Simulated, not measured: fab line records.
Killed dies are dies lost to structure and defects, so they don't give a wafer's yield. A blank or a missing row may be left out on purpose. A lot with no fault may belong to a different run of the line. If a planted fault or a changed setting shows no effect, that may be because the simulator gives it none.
fab line records	flow sky130
[record] lots = 6	wafers = 18	last-day = 49
route steps=708 shown VIA1@461 PAD_OPEN@708
lots with no fault: from the same line, run without faults
start-h: start of the lot's first displayed wafer, in hours after the record's first day	wait-h: time in hours since the lot's previous step	" as in the row above	L1.1+2: one row covering several wafers at once	- no value, or no start was given	* or withheld: withheld	< > ~ a bound
route shown NAME@n: NAME is a module with steps in the file, n the number in the route of the first one	usual: mean/standard deviation taken from wafers without a fault	same: alike in all rows	chamber/n: place in a boat	sites: readings site by site	_std_site: the values' standard deviation	_edge_site: inner sites' mean taken away from outer sites' mean	radius-mm: for every site, how far away it sits from the centre of the wafer	mask NAME#n: copy n	behind: the last tool/chamber to shape the wafer	hold: why the lot went on hold/how many hours it stayed there/how the hold came to an end	device: which transistor (n, p or np) failed to switch	end of line: tests of these same wafers at the route's end	a step with no rows: only its recipe	killed: at the first sort, the dies lost to defects and structure; wafer yield is something else	map: a wafer's dies, marking killed ones x, the rest . and places with no die _
set.NAME: the setting the step ran with; set.NAME@STEP: the setting that earlier step ran with	model.NAME: the simulator's own value behind a step, which no gauge read
a table for each step, a row for each wafer; lots at some steps of the route
services: a tool's chamber out of use, with start hour (start-h, from the record's first day; less than 0 if before it), hours out, and reason
[[steps]]
[step SKY_VIA1_BOW_MEAS_03]
[recipe] mode = bow
[usual] VIA1_BOW = 81/7.2
lot.wafer	tool	chamber	start-h	wait-h	VIA1_BOW[um]
L310.1	film-metro-04	-	798.26	0.1	89
L310.4	"	-	"	"	84
L310.5	"	-	"	"	73
L313.3	film-metro-04	-	826.74	0.3	82
L313.4	"	-	"	"	81
L313.6	"	-	"	"	71
L314.3	film-metro-04	-	831.59	0.2	87
L314.4	"	-	"	"	81
L314.5	"	-	"	"	86
L321.1	film-metro-02	-	873.66	0.1	89
L321.4	"	-	"	"	82
L321.6	"	-	"	"	82
L322.4	film-metro-01	-	887.11	0.3	75
L322.5	"	-	"	"	77
L322.6	"	-	"	"	78
L323.2	film-metro-04	-	896.89	0.1	89
L323.3	"	-	"	"	92
L323.4	"	-	"	"	82
[step SKY_VIA1_DEHYDRATE_04]
[recipe] temp-c = 200	time-s = 60
[step SKY_VIA1_HMDS_05]
[recipe] prime-time-s = 60	prime-temp-c = 120
[step SKY_VIA1_COAT_06]
[recipe] resist = BARC	temp-c = withheld	time-s = withheld	spin-rpm = 3000	resist-thk-nm = 60
[step SKY_VIA1_COAT_07]
[recipe] resist = KrF-thick	spin-rpm = 3000	resist-thk-nm = 450
[step SKY_VIA1_SOFTBAKE_08]
[recipe] temp-c = 100	time-s = 90	resist = KrF-thick
[step SKY_VIA1_EXPOSE_09]
[recipe] mask-id = VIM	na = 0.8	source-shape = annular	sigma-inner = 0.55	sigma-outer = 0.85	target-cd-nm = 150	dose-mj = 38
[step SKY_VIA1_PEB_10]
[recipe] peb-temp-c = withheld	peb-time-s = withheld	resist = KrF-thick
[step SKY_VIA1_DEVELOP_11]
[recipe] develop-time-s = 60	resist = KrF-thick	dev-temp-c = 21
[step SKY_VIA1_CD_MEAS_12]
[recipe] target-cd-nm = 150
[usual] cd-nm = 149.8/2.2
lot.wafer	tool	chamber	start-h	wait-h	cd-nm
L310.1	cd-sem-02	-	824.29	-	147.8
L310.4	"	-	"	"	149.0
L310.5	"	-	"	"	149.4
L313.3	cd-sem-02	-	852.91	-	154.1
L313.4	"	-	"	"	154.2
L313.6	"	-	"	"	153.9
L314.3	cd-sem-02	-	857.51	-	148.2
L314.4	"	-	"	"	147.0
L314.5	"	-	"	"	147.0
L321.1	cd-sem-01	-	898.95	-	150.9
L321.4	"	-	"	"	150.7
L321.6	"	-	"	"	149.6
L322.4	cd-sem-02	-	913.10	-	151.9
L322.5	"	-	"	"	153.8
L322.6	"	-	"	"	153.4
L323.2	cd-sem-02	-	922.02	-	153.3
L323.3	"	-	"	"	153.8
L323.4	"	-	"	"	152.9
[step SKY_VIA1_OVL_MEAS_13]
[usual] VIA1_OVL = -1/4.7
lot.wafer	tool	chamber	start-h	wait-h	VIA1_OVL[nm]
L310.1	overlay-01	-	824.41	0.1	4
L310.4	"	-	"	"	-4
L310.5	"	-	"	"	2
L313.3	overlay-01	-	853.00	0.1	5
L313.4	"	-	"	"	1
L313.6	"	-	"	"	1
L314.3	overlay-01	-	857.60	0.1	-5
L314.4	"	-	"	"	-3
L314.5	"	-	"	"	-6
L321.1	overlay-02	-	899.07	0.1	4
L321.4	"	-	"	"	-6
L321.6	"	-	"	"	-4
L322.4	overlay-01	-	913.18	0.1	-5
L322.5	"	-	"	"	2
L322.6	"	-	"	"	-2
L323.2	overlay-01	-	922.12	0.1	4
L323.3	"	-	"	"	0
L323.4	"	-	"	"	7
[step SKY_VIA1_ETCH_14]
[recipe] chemistry = N2/H2	target = BARC	ion-energy-ev = 200	source-w = 500	bias-w = 100	pressure-mtorr = 30	n2-flow-sccm = 100	h2-flow-sccm = 200	stop-on = SiO2	time-s = 45.9	target-depth-a = 600
[usual] drypump-motor-current-A = 5.9/0.34	oes-product-au = 0.855/0.0053	rf-fwd-power-W = 495.7/2.2	throttle-valve-pct = 13.226/0.0092
lot.wafer	tool	chamber	start-h	wait-h	drypump-motor-current-A	oes-product-au	rf-fwd-power-W	rf-hours-counter-h	throttle-valve-pct
L310.1	rie-diel-03	2	824.45	0.0	5.7	0.845	494.0	18	13.222
L310.4	"	3	"	"	5.6	0.851	498.1	4	13.238
L310.5	"	0	"	"	6.0	0.856	495.0	-	13.227
L313.3	rie-diel-01	3	853.03	0.0	5.4	0.851	497.2	7	13.247
L313.4	"	0	"	"	5.9	0.855	498.8	10	13.215
L313.6	"	1	"	"	5.8	0.851	494.8	-	13.224
L314.3	rie-diel-04	3	857.63	0.0	6.8	0.846	492.3	18	13.218
L314.4	"	1	"	"	6.0	0.859	495.8	14	13.219
L314.5	"	0	"	"	6.2	0.847	490.9	-	13.220
L321.1	rie-diel-01	0	899.11	0.0	5.9	0.864	496.7	12	13.234
L321.4	"	1	"	"	5.8	0.853	495.7	7	13.214
L321.6	"	0	"	"	5.9	0.855	499.8	-	13.215
L322.4	rie-diel-01	0	913.20	0.0	5.9	0.853	497.0	13	13.215
L322.5	"	2	"	"	6.1	0.854	495.7	-	13.219
L322.6	"	1	"	"	5.8	0.863	495.1	-	13.225
L323.2	rie-diel-01	0	922.15	0.0	5.9	0.854	497.9	13	13.233
L323.3	"	2	"	"	6.1	0.859	495.1	14	13.225
L323.4	"	3	"	"	5.4	0.853	499.1	9	13.207
[step SKY_VIA1_ETCH_15]
[recipe] target = SiO2	chemistry = C4F8/O2/Ar	target-depth-nm = 351	stop-on = TiN	mask-material = KrF-thick	source-w = 1500	bias-w = 1200	pressure-mtorr = 40	c4f8-flow-sccm = withheld	O2_flow_sccm = 6	Ar_flow_sccm = 300	time-s = 54
[usual] oes-product-au = 0.981/0.0056	rf-fwd-power-W = 1489/5.8
lot.wafer	tool	chamber	start-h	wait-h	oes-product-au	rf-fwd-power-W	rf-hours-counter-h	model.VIA1.feature-depth-nm	model.etch.depth-nm	model.KrF-thick_of_VIA1_COAT_07.thk-nm
L310.1	rie-diel-03	2	824.49	0.0	0.988	1483	18	343.6	343.6	321.7
L310.4	"	3	"	"	0.989	1485	4	342.4	342.4	322.1
L310.5	"	0	"	"	0.986	1480	-	343.5	343.5	320.1
L313.3	rie-diel-01	3	853.07	0.0	0.981	1483	7	344.7	344.7	322.5
L313.4	"	0	"	"	0.970	1491	10	343.6	343.6	324.6
L313.6	"	1	"	"	0.970	1489	-	344.4	344.4	324.1
L314.3	rie-diel-04	3	857.67	0.0	0.995	1484	18	344.9	344.9	320.2
L314.4	"	1	"	"	0.993	1489	14	344.6	344.6	323.5
L314.5	"	0	"	"	0.992	1488	-	345.1	345.1	323.1
L321.1	rie-diel-01	0	899.15	0.0	0.986	1490	12	346.5	346.5	322.1
L321.4	"	1	"	"	0.987	1489	7	346.8	346.8	322.8
L321.6	"	0	"	"	0.982	1486	-	344	344	325.1
L322.4	rie-diel-01	0	913.24	0.0	0.976	1490	13	343.1	343.1	324.2
L322.5	"	2	"	"	0.948	1249	-	323.2	323.2	327.4
L322.6	"	1	"	"	0.980	1484	-	342.6	342.6	323.8
L323.2	rie-diel-01	0	922.19	0.0	0.975	1494	13	344.7	344.7	322.2
L323.3	"	2	"	"	0.953	1252	14	323.7	323.7	328.4
L323.4	"	3	"	"	0.975	1487	9	343.9	343.9	323.5
[step SKY_VIA1_STRIP_16]
[recipe] chemistry = O2/N2	power-w = 1400	pressure-mtorr = 1500	platen-temp-c = withheld	o2-flow-sccm = 3000	n2-flow-sccm = 300	overash-fraction = 0.5
[usual] drypump-motor-current-A = 5.6/0.39	oes-product-au = 0.415/0.0047	strip-time-to-endpoint-s = 4.465/0.021
lot.wafer	tool	chamber	start-h	wait-h	drypump-motor-current-A	oes-product-au	rf-hours-counter-h	strip-time-to-endpoint-s
L310.1	plasma-asher-04	0	824.54	0.0	5.4	0.412	73	4.436
L310.4	"	1	"	"	5.8	0.415	-	4.457
L310.5	"	1	"	"	5.8	0.416	-	4.439
L313.3	plasma-asher-04	1	853.15	0.1	5.8	0.419	-	4.451
L313.4	"	0	"	"	5.4	0.416	-	4.459
L313.6	"	0	"	"	5.4	0.415	-	4.473
L314.3	plasma-asher-02	1	857.75	0.1	5.8	0.417	-	4.428
L314.4	"	0	"	"	6.1	0.417	-	4.476
L314.5	"	0	"	"	6.1	0.411	-	4.458
L321.1	plasma-asher-04	0	899.20	0.0	5.4	0.416	80	4.465
L321.4	"	1	"	"	5.8	0.410	-	4.463
L321.6	"	0	"	"	5.4	0.417	-	4.492
L322.4	plasma-asher-02	0	913.32	0.1	6.1	0.414	-	4.471
L322.5	"	1	"	"	5.7	0.414	-	4.523
L322.6	"	0	"	"	6.1	0.415	-	4.460
L323.2	plasma-asher-03	0	922.24	0.0	4.9	0.412	16	4.459
L323.3	"	1	"	"	5.7	0.423	-	4.506
L323.4	"	0	"	"	4.9	0.415	-	4.460
[step SKY_PAD_OPEN_PROBE_99]
[usual] defect-limited-yield = 82.4/1.8	killed_at_M0_to_M3 = 43/6.5	killed_at_M4_up = 3.2/1.8	killed-at-contacts = 24/5.2	killed-at-front-end = 15/4	killed-at-other = 0.4/0.69	killed-dies = 86/8.7	killed-open = 47/7	killed-short = 39/5.7
[same] gross-dies = 492	killed-at-back-side = 0
lot.wafer	tool	chamber	start-h	wait-h	defect-limited-yield[%]	killed_at_M0_to_M3	killed_at_M4_up	killed-at-contacts	killed-at-front-end	killed-at-other	killed-dies	killed-open	killed-short	model.etest.tester.sort-n-pass	model.etest.tester.sort-yield-pct	model.etest.tester.sort_bin_5_pct	model.etest.via1-chain.rc-ohm	model.etest.tester.sort_bin_8_pct
L310.1	prober-02	-	1100.00	0.1	80.9	46	1	36	11	0	94	57	37	398	80.89	11.59	17.05	0
L310.4	prober-02	-	1100.15	0.2	83.5	49	5	19	8	0	81	32	49	411	83.54	9.959	17.14	0
L310.5	prober-02	-	1100.20	0.2	80.1	56	3	25	13	1	98	55	43	394	80.08	12.4	16.41	0
L313.3	prober-01	-	1123.82	0.2	82.5	52	4	20	10	0	86	43	43	406	82.52	11.79	14.85	0
L313.4	prober-01	-	1123.87	0.2	81.9	49	2	24	13	1	89	54	35	403	81.91	12.2	16.16	0
L313.6	prober-01	-	1123.97	0.2	84.8	39	5	20	11	0	75	38	37	417	84.76	8.537	15.5	0
L314.3	prober-02	-	1126.62	0.2	81.9	43	2	23	20	1	89	56	32	403	81.91	12.6	17.04	0
L314.4	prober-02	-	1126.67	0.2	79.9	46	3	27	20	3	99	60	37	393	79.88	11.79	16.17	0
L314.5	prober-02	-	1126.72	0.2	80.7	53	9	16	15	2	95	51	42	397	80.69	11.59	17.13	0
L321.1	prober-02	-	1155.11	0.1	80.9	50	3	23	17	1	94	47	47	398	80.89	11.18	16.59	0
L321.4	prober-02	-	1155.26	0.2	86.4	27	3	16	21	0	67	32	35	425	86.38	8.13	16.01	0
L321.6	prober-02	-	1155.36	0.2	81.1	41	4	29	19	0	93	41	52	399	81.1	12.8	17.03	0
L322.4	prober-02	-	1167.36	0.2	82.3	46	5	23	13	0	87	49	38	405	82.32	9.756	15.57	0
L322.5	prober-02	-	1167.41	0.2	85.2	38	2	21	11	1	73	38	35	329	66.87	27.23	25.98	0.001176
L322.6	prober-02	-	1167.46	0.2	83.1	55	1	15	12	0	83	48	35	409	83.13	9.959	15.75	0
L323.2	prober-01	-	1174.01	0.1	86.2	37	8	14	9	0	68	28	40	424	86.18	7.724	15.55	0
L323.3	prober-01	-	1174.06	0.2	82.1	47	2	26	13	0	88	52	35	278	56.5	36.18	30.13	5.81e-06
L323.4	prober-01	-	1174.11	0.2	84.6	38	1	19	18	0	76	47	29	416	84.55	8.13	15.53	0
// killed by level:class
L310.1 VIA1:geometric-particle:open=16 CONTACT:geometric-particle:open=12 LI_CONTACT:geometric-particle:open=9 CONTACT:geometric-particle:short=6 METAL2:geometric-particle:short=5 VIA2:geometric-particle:open=5 VIA1:geometric-particle:short=5 METAL1:geometric-particle:open=5
L310.4 VIA2:geometric-particle:open=9 VIA3:geometric-particle:short=9 LI_CONTACT:geometric-particle:open=7 METAL1:geometric-particle:short=6 VIA1:geometric-particle:open=5 VIA2:geometric-particle:short=5 METAL4:geometric-particle:short=5 CONTACT:geometric-particle:open=4
L310.5 VIA1:geometric-particle:open=18 CONTACT:geometric-particle:open=8 LI_CONTACT:geometric-particle:open=7 VIA3:geometric-particle:open=7 VIA2:geometric-particle:short=7 METAL1:geometric-particle:short=6 VIA3:geometric-particle:short=5 CONTACT:geometric-particle:short=4
L313.3 VIA3:geometric-particle:open=12 CONTACT:geometric-particle:open=9 VIA1:geometric-particle:short=9 VIA1:geometric-particle:open=6 METAL1:geometric-particle:short=5 VIA3:geometric-particle:short=4 LOCAL_INTERCONNECT:geometric-particle:short=4 METAL2:geometric-particle:short=4
L313.4 CONTACT:geometric-particle:open=15 VIA2:geometric-particle:open=11 METAL1:geometric-particle:short=9 VIA1:geometric-particle:open=8 VIA3:geometric-particle:open=7 METAL2:geometric-particle:short=5 LI_CONTACT:geometric-particle:open=4 POLY_GATE:geometric-particle:open=3
L313.6 VIA1:geometric-particle:open=11 CONTACT:geometric-particle:open=7 VIA2:geometric-particle:open=7 FIELD_ISO:geometric-particle:short=4 POLY_GATE:geometric-particle:open=4 CONTACT:geometric-particle:short=4 METAL3:geometric-particle:short=4 VIA3:geometric-particle:short=4
L314.3 CONTACT:geometric-particle:open=10 VIA1:geometric-particle:open=10 METAL1:geometric-particle:short=9 FIELD_ISO:geometric-particle:short=7 LI_CONTACT:geometric-particle:open=7 VIA3:geometric-particle:open=7 FIELD_ISO:geometric-particle:open=6 VIA2:geometric-particle:open=5
L314.4 LI_CONTACT:geometric-particle:open=12 CONTACT:geometric-particle:open=9 VIA3:geometric-particle:open=9 VIA1:geometric-particle:open=8 VIA2:geometric-particle:open=7 POLY_GATE:geometric-particle:open=6 METAL1:geometric-particle:short=6 METAL2:geometric-particle:short=6
L314.5 VIA1:geometric-particle:open=18 VIA1:geometric-particle:short=8 METAL4:geometric-particle:short=7 FIELD_ISO:geometric-particle:short=6 LI_CONTACT:geometric-particle:open=6 CONTACT:geometric-particle:open=6 VIA2:geometric-particle:open=6 METAL2:geometric-particle:short=5
L321.1 VIA1:geometric-particle:open=16 METAL2:geometric-particle:short=8 LOCAL_INTERCONNECT:geometric-particle:short=7 CONTACT:geometric-particle:open=7 VIA3:geometric-particle:open=6 FIELD_ISO:geometric-particle:open=5 FIELD_ISO:geometric-particle:short=5 METAL1:geometric-particle:short=5
L321.4 LI_CONTACT:geometric-particle:open=8 FIELD_ISO:geometric-particle:open=6 FIELD_ISO:geometric-particle:short=6 METAL2:geometric-particle:short=5 POLY_GATE:geometric-particle:short=4 METAL1:geometric-particle:short=4 VIA3:geometric-particle:open=4 VIA2:geometric-particle:short=3
L321.6 CONTACT:geometric-particle:open=8 METAL1:geometric-particle:short=8 LOCAL_INTERCONNECT:geometric-particle:short=7 FIELD_ISO:geometric-particle:short=6 LI_CONTACT:geometric-particle:short=6 METAL2:geometric-particle:short=6 VIA2:geometric-particle:open=6 POLY_GATE:geometric-particle:short=5
L322.4 METAL2:geometric-particle:short=9 VIA2:geometric-particle:open=8 LI_CONTACT:geometric-particle:open=7 VIA1:geometric-particle:open=7 CONTACT:geometric-particle:open=7 VIA2:geometric-particle:short=6 CONTACT:geometric-particle:short=5 FIELD_ISO:geometric-particle:open=4
L322.5 VIA1:geometric-particle:open=9 VIA2:geometric-particle:open=6 LI_CONTACT:geometric-particle:open=5 CONTACT:geometric-particle:short=5 METAL1:geometric-particle:short=5 LI_CONTACT:geometric-particle:short=4 CONTACT:geometric-particle:open=4 METAL2:geometric-particle:short=4
L322.6 VIA1:geometric-particle:open=12 METAL1:geometric-particle:short=9 VIA3:geometric-particle:open=9 VIA2:geometric-particle:open=9 METAL2:geometric-particle:short=4 LI_CONTACT:geometric-particle:open=4 LOCAL_INTERCONNECT:geometric-particle:short=4 CONTACT:geometric-particle:open=4
L323.2 VIA1:geometric-particle:open=8 VIA1:geometric-particle:short=7 METAL4:geometric-particle:short=7 METAL1:geometric-particle:short=6 CONTACT:geometric-particle:short=5 VIA3:geometric-particle:open=5 FIELD_ISO:geometric-particle:short=4 CONTACT:geometric-particle:open=4
L323.3 VIA1:geometric-particle:open=12 VIA3:geometric-particle:open=10 CONTACT:geometric-particle:open=9 CONTACT:geometric-particle:short=8 LI_CONTACT:geometric-particle:open=7 METAL2:geometric-particle:short=7 FIELD_ISO:geometric-particle:short=4 METAL1:geometric-particle:short=4
L323.4 VIA1:geometric-particle:open=10 FIELD_ISO:geometric-particle:open=7 POLY_GATE:geometric-particle:open=7 CONTACT:geometric-particle:open=7 VIA1:geometric-particle:short=5 METAL2:geometric-particle:short=5 VIA2:geometric-particle:open=5 LI_CONTACT:geometric-particle:open=4
[[services]]
tool	chamber	start-h	hours	kind
rie-diel-01	0	807.37	3.4	repair
rie-diel-04	-	822.18	1.0	repair
rie-diel-03	0	826.05	93.0	repair
rie-diel-01	2	856.68	12.7	repair
rie-diel-03	2	871.97	3.3	repair
plasma-asher-02	-	897.78	9.1	repair
rie-diel-01	-	908.67	0.7	repair
rie-diel-01	2	916.61	5.3	repair
rie-diel-03	-	919.24	2.8	pm
[[key]]
[first-sign] step = SKY_VIA1_ETCH_15	reading = rf-fwd-power-W	direction = down	sigmas = 41	usual = 1489	struck = 1250
[effect] step = SKY_VIA1_ETCH_15	reading = oes-product-au	direction = down	sigmas = 5.5	usual = 0.981	struck = 0.950
[model-effect] step = SKY_VIA1_ETCH_15	value = VIA1.feature-depth-nm	without = 344.4	struck = 323.5
[model-effect] step = SKY_PAD_OPEN_PROBE_99	value = etest.tester.sort-n-pass	without = 411.5	struck = 303.5
met-at SKY_VIA1_ETCH_15
struck-wafers L322.5,L323.3
[fault] kind = process-parameter-drift	tool = rie-diel-01	chamber = 2	onset-h = 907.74	steps = SKY_VIA1_ETCH_15	channel = source-w	offset = -240	shape = step	end-h = 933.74	acts-in = these-recipes-only	stated = 1500
